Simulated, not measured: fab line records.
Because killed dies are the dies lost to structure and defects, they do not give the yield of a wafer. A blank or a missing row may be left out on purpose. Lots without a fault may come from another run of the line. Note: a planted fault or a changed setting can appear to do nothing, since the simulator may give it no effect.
fab line records + flow sky130
record
- lots=13
- wafers=39
- last_day=51
route steps=708 shown SONOS_ONO@181 LI_CONTACT@364 LOCAL_INTERCONNECT@399
lots that met no fault: taken from a fault-free run of the same line
start_h: hours from the record's opening day to when the first of the lot's shown wafers began + wait_h: how many hours have passed since the lot's step before this one + " unchanged from the row above + L1.1+2: a row that stands for several wafers + - either no value or no given start + * or withheld: withheld + < > ~ a bound
route shown NAME@n: names a module that has steps shown in the file, with the first one's number in the route + usual: mean/standard deviation of fault-free wafers + same: alike in all rows + chamber/n: place in a boat + sites: the reading at each site + _std_site: how widely they spread, as a standard deviation + _edge_site: the outer-site mean with the inner-site mean subtracted + radius_mm: how far each site lies from the wafer's centre + mask NAME#n: copy n + behind: tool/chamber where the wafer was last shaped + hold: why the lot went on hold/how many hours it stayed there/how the hold came to an end + device: which transistor (n, p or np) failed to switch + end of line: the tests these same wafers got at the end of their route + a step given without rows: its recipe and nothing more + killed: the dies lost at the first sort to structure and to defects; this is not the yield of the wafer + map: a wafer's dies, marking killed ones x, the rest . and places with no die _
set.NAME: setting as actually run; set.NAME@STEP: the setting as run at that earlier step + model.NAME: the simulator's own value behind a step, which no gauge read
the route's steps for a sample of lots (tables are steps, rows are wafers)
services: a tool's chamber out of use, with start hour (start_h, from the record's first day; less than 0 if before it), hours out, and reason
## steps
# step SKY_SONOS_ONO_CD_MEAS_13
# recipe
- target_cd_nm=410
# usual
- cd_nm=410.4/2.3
| lot.wafer | tool      | chamber | start_h | wait_h | cd_nm |
|-----------|-----------|---------|---------|--------|-------|
| L433.1    | cd_sem-02 | -       | 280.59  | 0.1    | 410.1 |
| L433.2    | "         | -       | "       | "      | 409.4 |
| L433.5    | "         | -       | "       | "      | 411.4 |
| L434.3    | cd_sem-01 | -       | 282.21  | 0.1    | 411.4 |
| L434.4    | "         | -       | "       | "      | 408.9 |
| L434.6    | "         | -       | "       | "      | 410.4 |
| L436.1    | cd_sem-01 | -       | 306.74  | 0.1    | 411.7 |
| L436.2    | "         | -       | "       | "      | 409.7 |
| L436.5    | "         | -       | "       | "      | 411.2 |
| L437.1    | cd_sem-02 | -       | 316.65  | 0.1    | 408.2 |
| L437.3    | "         | -       | "       | "      | 408.5 |
| L437.5    | "         | -       | "       | "      | 407.1 |
| L439.1    | cd_sem-02 | -       | 330.34  | 0.1    | 413.0 |
| L439.3    | "         | -       | "       | "      | 409.1 |
| L439.5    | "         | -       | "       | "      | 412.0 |
| L440.2    | cd_sem-01 | -       | 333.82  | 0.1    | 411.8 |
| L440.5    | "         | -       | "       | "      | 412.1 |
| L440.6    | "         | -       | "       | "      | 414.0 |
| L442.2    | cd_sem-01 | -       | 354.56  | 0.2    | 411.5 |
| L442.4    | "         | -       | "       | "      | 412.5 |
| L442.6    | "         | -       | "       | "      | 411.4 |
| L443.2    | cd_sem-02 | -       | 363.86  | 0.1    | 411.7 |
| L443.3    | "         | -       | "       | "      | 415.2 |
| L443.5    | "         | -       | "       | "      | 411.3 |
| L444.1    | cd_sem-02 | -       | 372.70  | 0.1    | 413.0 |
| L444.4    | "         | -       | "       | "      | 412.7 |
| L444.5    | "         | -       | "       | "      | 413.1 |
| L445.3    | cd_sem-01 | -       | 378.98  | 0.1    | 412.2 |
| L445.5    | "         | -       | "       | "      | 412.1 |
| L445.6    | "         | -       | "       | "      | 409.4 |
| L446.2    | cd_sem-02 | -       | 386.92  | 0.1    | 410.7 |
| L446.4    | "         | -       | "       | "      | 410.2 |
| L446.5    | "         | -       | "       | "      | 411.6 |
| L450.3    | cd_sem-02 | -       | 444.81  | 0.1    | 408.1 |
| L450.5    | "         | -       | "       | "      | 407.5 |
| L450.6    | "         | -       | "       | "      | 406.8 |
| L455.1    | cd_sem-01 | -       | 514.19  | 0.1    | 410.9 |
| L455.2    | "         | -       | "       | "      | 413.8 |
| L455.4    | "         | -       | "       | "      | 412.1 |
# step SKY_LI_CONTACT_CMP_02
# recipe
- material=PSG
- down_force_psi=4
- platen_rpm=60
- pad_velocity_m_s=0.94248
# usual
- motor_current_A=11.8/1.1
- platen_rpm=60.00/0.041
- time_to_endpoint_s=33.6/2.8
| lot.wafer | tool   | chamber | start_h | wait_h | motor_current_A | platen_rpm | time_to_endpoint_s |
|-----------|--------|---------|---------|--------|-----------------|------------|--------------------|
| L434.4    | cmp-02 | 1       | 644.88  | 0.1    | 10.9            | 59.98      | 35.2               |
| L434.3    | "      | 2       | "       | "      | 12.6            | 59.99      | 33.8               |
| L434.6    | "      | 3       | "       | "      | 11.8            | 59.96      | 34.2               |
| L433.2    | cmp-01 | 1       | 645.73  | 0.1    | 10.6            | 60.10      | 30.1               |
| L433.1    | "      | 2       | "       | "      | 14.3            | 59.99      | 32.2               |
| L433.5    | "      | 1       | "       | "      | 10.7            | 60.07      | 31.8               |
| L436.1    | cmp-01 | 3       | 674.82  | 0.1    | 11.5            | 59.92      | 36.7               |
| L436.2    | "      | 2       | "       | "      | 14.8            | 59.98      | 31.3               |
| L436.5    | "      | 3       | "       | "      | 12.2            | 59.95      | 35.0               |
| L437.3    | cmp-01 | 3       | 686.64  | 0.1    | 11.6            | 59.99      | 39.5               |
| L437.1    | "      | 0       | "       | "      | 11.7            | 59.97      | 35.4               |
| L437.5    | "      | 3       | "       | "      | 11.4            | 59.98      | 36.5               |
| L439.3    | cmp-01 | 3       | 701.40  | 0.1    | 11.9            | 59.99      | 33.1               |
| L439.1    | "      | 0       | "       | "      | 11.7            | 60.07      | 32.4               |
| L439.5    | "      | 2       | "       | "      | 13.5            | 60.00      | 29.8               |
| L440.2    | cmp-01 | 1       | 703.15  | 0.1    | 10.7            | 59.99      | 35.6               |
| L440.5    | "      | 3       | "       | "      | 12.3            | 60.03      | 35.0               |
| L440.6    | "      | 0       | "       | "      | 11.8            | 59.99      | 30.8               |
| L442.2    | cmp-02 | 0       | 722.18  | 0.1    | 11.1            | 59.97      | 29.5               |
| L442.4    | "      | 1       | "       | "      | 11.6            | 60.02      | 32.3               |
| L442.6    | "      | 0       | "       | "      | 11.5            | 59.96      | 28.7               |
| L443.3    | cmp-01 | 1       | 731.29  | 0.1    | 10.7            | 60.04      | 35.6               |
| L443.2    | "      | 2       | "       | "      | 14.1            | 59.99      | 31.7               |
| L443.5    | "      | 0       | "       | "      | 11.3            | 59.98      | 31.5               |
| L444.4    | cmp-01 | 3       | 738.92  | 0.1    | 12.2            | 60.01      | 32.9               |
| L444.1    | "      | 0       | "       | "      | 10.8            | 59.99      | 29.4               |
| L444.5    | "      | 2       | "       | "      | 14.0            | 59.94      | 28.8               |
| L445.3    | cmp-01 | 3       | 747.18  | 0.2    | 11.3            | 60.01      | 37.3               |
| L445.5    | "      | 0       | "       | "      | 11.7            | 59.99      | 34.2               |
| L445.6    | "      | 1       | "       | "      | 10.6            | 60.04      | 32.6               |
| L446.2    | cmp-02 | 3       | 753.85  | 0.0    | 11.6            | 59.97      | 33.4               |
| L446.4    | "      | 1       | "       | "      | 11.7            | 60.03      | 31.3               |
| L446.5    | "      | 3       | "       | "      | 11.4            | 60.04      | 35.3               |
| L450.3    | cmp-02 | 3       | 803.88  | 0.1    | 11.2            | 60.07      | 37.4               |
| L450.5    | "      | 1       | "       | "      | 11.9            | 59.99      | 36.1               |
| L450.6    | "      | 2       | "       | "      | 12.7            | 59.96      | 34.3               |
| L455.2    | cmp-02 | 3       | 864.55  | 0.0    | 11.5            | 60.04      | 30.1               |
| L455.4    | "      | 1       | "       | "      | 11.2            | 60.09      | 30.2               |
| L455.1    | "      | 2       | "       | "      | 12.5            | 60.00      | 31.2               |
# step SKY_LI_CONTACT_SPUTTER_20
# recipe
- material=TiN
- target_thk_nm=20
- chamber_pressure_pa=5
- power_w=4000
- time_s=80
# usual
- chamber_pressure_pa=5.000/0.011
- throttle_valve_pct=29.8/0.79
| lot.wafer | tool           | chamber | start_h | wait_h | chamber_pressure_pa | throttle_valve_pct |
|-----------|----------------|---------|---------|--------|---------------------|--------------------|
| L434.3    | pvd_sputter-03 | -       | 672.95  | 0.0    | 4.994               | 29.4               |
| L434.4    | "              | -       | "       | "      | 4.998               | 28.7               |
| L434.6    | "              | -       | "       | "      | 5.011               | 31.1               |
| L433.1    | pvd_sputter-04 | -       | 675.04  | 0.0    | 4.990               | 28.9               |
| L433.2    | "              | -       | "       | "      | 5.002               | 29.2               |
| L433.5    | "              | -       | "       | "      | 5.003               | 29.3               |
| L436.1    | pvd_sputter-04 | -       | 704.40  | 0.0    | 5.007               | 29.3               |
| L436.2    | "              | -       | "       | "      | 5.002               | 30.9               |
| L436.5    | "              | -       | "       | "      | 4.995               | 29.0               |
| L437.1    | pvd_sputter-04 | -       | 715.47  | 0.0    | 5.003               | 29.1               |
| L437.3    | "              | -       | "       | "      | 4.995               | 30.1               |
| L437.5    | "              | -       | "       | "      | 4.999               | 30.1               |
| L439.1    | pvd_sputter-04 | -       | 730.24  | 0.0    | 5.013               | 28.9               |
| L439.3    | "              | -       | "       | "      | 5.018               | 30.6               |
| L439.5    | "              | -       | "       | "      | 4.992               | 31.1               |
| L440.2    | pvd_sputter-03 | -       | 732.62  | 0.0    | 4.998               | 29.3               |
| L440.5    | "              | -       | "       | "      | 5.009               | 29.4               |
| L440.6    | "              | -       | "       | "      | 5.018               | 28.8               |
| L442.2    | pvd_sputter-02 | -       | 750.27  | 0.0    | 4.995               | 28.8               |
| L442.4    | "              | -       | "       | "      | 5.002               | 29.5               |
| L442.6    | "              | -       | "       | "      | 5.005               | 28.7               |
| L443.2    | pvd_sputter-02 | -       | 758.34  | 0.0    | 5.003               | 30.8               |
| L443.3    | "              | -       | "       | "      | 4.991               | 29.7               |
| L443.5    | "              | -       | "       | "      | 4.985               | 28.6               |
| L444.1    | pvd_sputter-03 | -       | 767.05  | 0.0    | 5.010               | 28.9               |
| L444.4    | "              | -       | "       | "      | 4.991               | 29.2               |
| L444.5    | "              | -       | "       | "      | 4.990               | 29.3               |
| L445.3    | pvd_sputter-02 | -       | 774.60  | 0.0    | 5.008               | 30.5               |
| L445.5    | "              | -       | "       | "      | 4.990               | 29.6               |
| L445.6    | "              | -       | "       | "      | 4.992               | 28.8               |
| L446.2    | pvd_sputter-04 | -       | 780.97  | 0.0    | 4.989               | 28.8               |
| L446.4    | "              | -       | "       | "      | 4.993               | 29.2               |
| L446.5    | "              | -       | "       | "      | 5.006               | 30.2               |
| L450.3    | pvd_sputter-02 | -       | 831.57  | 0.0    | 4.991               | 30.3               |
| L450.5    | "              | -       | "       | "      | 4.995               | 30.6               |
| L450.6    | "              | -       | "       | "      | 5.859               | 27.4               |
| L455.1    | pvd_sputter-02 | -       | 891.79  | 0.0    | 4.984               | 29.8               |
| L455.2    | "              | -       | "       | "      | 4.980               | 30.6               |
| L455.4    | "              | -       | "       | "      | 4.990               | 30.3               |
# step SKY_LOCAL_INTERCONNECT_OVL_MEAS_12
# usual
- LOCAL_INTERCONNECT_OVL=-3/4.6
| lot.wafer | tool       | chamber | start_h | wait_h | LOCAL_INTERCONNECT_OVL[nm] |
|-----------|------------|---------|---------|--------|----------------------------|
| L434.3    | overlay-01 | -       | 701.60  | 0.1    | -2                         |
| L434.4    | "          | -       | "       | "      | -7                         |
| L434.6    | "          | -       | "       | "      | -5                         |
| L433.1    | overlay-02 | -       | 704.41  | 0.1    | 2                          |
| L433.2    | "          | -       | "       | "      | -2                         |
| L433.5    | "          | -       | "       | "      | -2                         |
| L436.1    | overlay-02 | -       | 733.46  | 0.1    | -4                         |
| L436.2    | "          | -       | "       | "      | 1                          |
| L436.5    | "          | -       | "       | "      | -3                         |
| L437.1    | overlay-01 | -       | 743.41  | 0.1    | 6                          |
| L437.3    | "          | -       | "       | "      | -3                         |
| L437.5    | "          | -       | "       | "      | 1                          |
| L439.1    | overlay-02 | -       | 757.69  | 0.1    | 0                          |
| L439.3    | "          | -       | "       | "      | -2                         |
| L439.5    | "          | -       | "       | "      | 2                          |
| L440.2    | overlay-01 | -       | 760.54  | 0.1    | 4                          |
| L440.5    | "          | -       | "       | "      | -1                         |
| L440.6    | "          | -       | "       | "      | 2                          |
| L442.2    | overlay-01 | -       | 777.77  | 0.1    | 0                          |
| L442.4    | "          | -       | "       | "      | -1                         |
| L442.6    | "          | -       | "       | "      | 2                          |
| L443.2    | overlay-01 | -       | 785.92  | 0.1    | -1                         |
| L443.3    | "          | -       | "       | "      | -1                         |
| L443.5    | "          | -       | "       | "      | -1                         |
| L444.1    | overlay-02 | -       | 794.91  | 0.1    | -7                         |
| L444.4    | "          | -       | "       | "      | -11                        |
| L444.5    | "          | -       | "       | "      | -7                         |
| L445.3    | overlay-02 | -       | 801.82  | 0.1    | 3                          |
| L445.5    | "          | -       | "       | "      | -9                         |
| L445.6    | "          | -       | "       | "      | 0                          |
| L446.2    | overlay-02 | -       | 808.27  | 0.1    | -10                        |
| L446.4    | "          | -       | "       | "      | -10                        |
| L446.5    | "          | -       | "       | "      | -5                         |
| L450.3    | overlay-01 | -       | 858.10  | 0.1    | 1                          |
| L450.5    | "          | -       | "       | "      | -4                         |
| L450.6    | "          | -       | "       | "      | 0                          |
| L455.1    | overlay-02 | -       | 918.39  | 0.1    | 7                          |
| L455.2    | "          | -       | "       | "      | -1                         |
| L455.4    | "          | -       | "       | "      | -5                         |
## services
| tool           | chamber | start_h | hours | kind                           |
|----------------|---------|---------|-------|--------------------------------|
| cmp-01         | -       | 633.44  | 4.0   | pm                             |
| pvd_sputter-02 | -       | 645.35  | 1.0   | repair                         |
| cmp-02         | -       | 645.97  | 0.3   | repair                         |
| cmp-01         | -       | 650.82  | 3.5   | repair                         |
| cmp-01         | -       | 658.87  | 4.3   | repair                         |
| pvd_sputter-02 | -       | 667.23  | 0.5   | repair                         |
| cmp-02         | -       | 673.69  | 3.6   | pm                             |
| pvd_sputter-03 | -       | 676.23  | 6.9   | repair                         |
| pvd_sputter-02 | -       | 686.23  | 5.5   | repair                         |
| cmp-01         | -       | 700.89  | 0.3   | repair                         |
| pvd_sputter-02 | -       | 715.78  | 7.2   | repair                         |
| cmp-02         | -       | 720.96  | 0.3   | repair                         |
| cmp-01         | -       | 740.41  | 0.6   | repair                         |
| cmp-02         | -       | 744.00  | 4.0   | pm                             |
| cmp-01         | -       | 744.11  | 0.8   | repair                         |
| cmp-02         | -       | 748.00  | -     | consumable_replace:conditioner |
| cmp-02         | -       | 748.00  | -     | consumable_replace:pad         |
| cmp-02         | -       | 757.98  | 1.3   | repair                         |
| pvd_sputter-04 | -       | 810.02  | 5.7   | repair                         |
| pvd_sputter-03 | -       | 814.19  | 1.0   | repair                         |
| cmp-02         | -       | 828.45  | 0.5   | repair                         |
| cmp-01         | -       | 843.13  | 0.5   | repair                         |
| cmp-02         | -       | 849.14  | 1.7   | repair                         |
| cmp-02         | -       | 854.61  | 1.8   | repair                         |
## key
first_sign
- step=SKY_LI_CONTACT_SPUTTER_20
- reading=chamber_pressure_pa
- direction=up
- sigmas=79
- usual=5.000
- struck=5.859
effect
- step=SKY_LI_CONTACT_SPUTTER_20
- reading=throttle_valve_pct
- direction=down
- sigmas=3.1
- usual=29.8
- struck=27.4
met_at SKY_LI_CONTACT_SPUTTER_20
struck_lots L450
struck_wafers L450.6
tester_left_out L450
not_acting_at SKY_SONOS_ONO_CD_MEAS_13,SKY_LI_CONTACT_CMP_02,SKY_LOCAL_INTERCONNECT_OVL_MEAS_12
onset_between 774.60 831.57
fault
- kind=process_parameter_drift
- tool=pvd_sputter-02
- chamber=-
- onset_h=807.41
- steps=SKY_LI_CONTACT_SPUTTER_20
- channel=chamber_pressure_pa
- offset=0.87356
- shape=step
- end_h=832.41
- acts_in=these_recipes_only
- stated=5
- scope=struck_wafers_only
# tester_left_out: of these lots the tester's yield and bins aren't shown, on N5 and GAA mostly nor the transistor test; their killed dies are dies lost to structure and defects alone, not to doping, threshold or leakage, so they don't give the yield
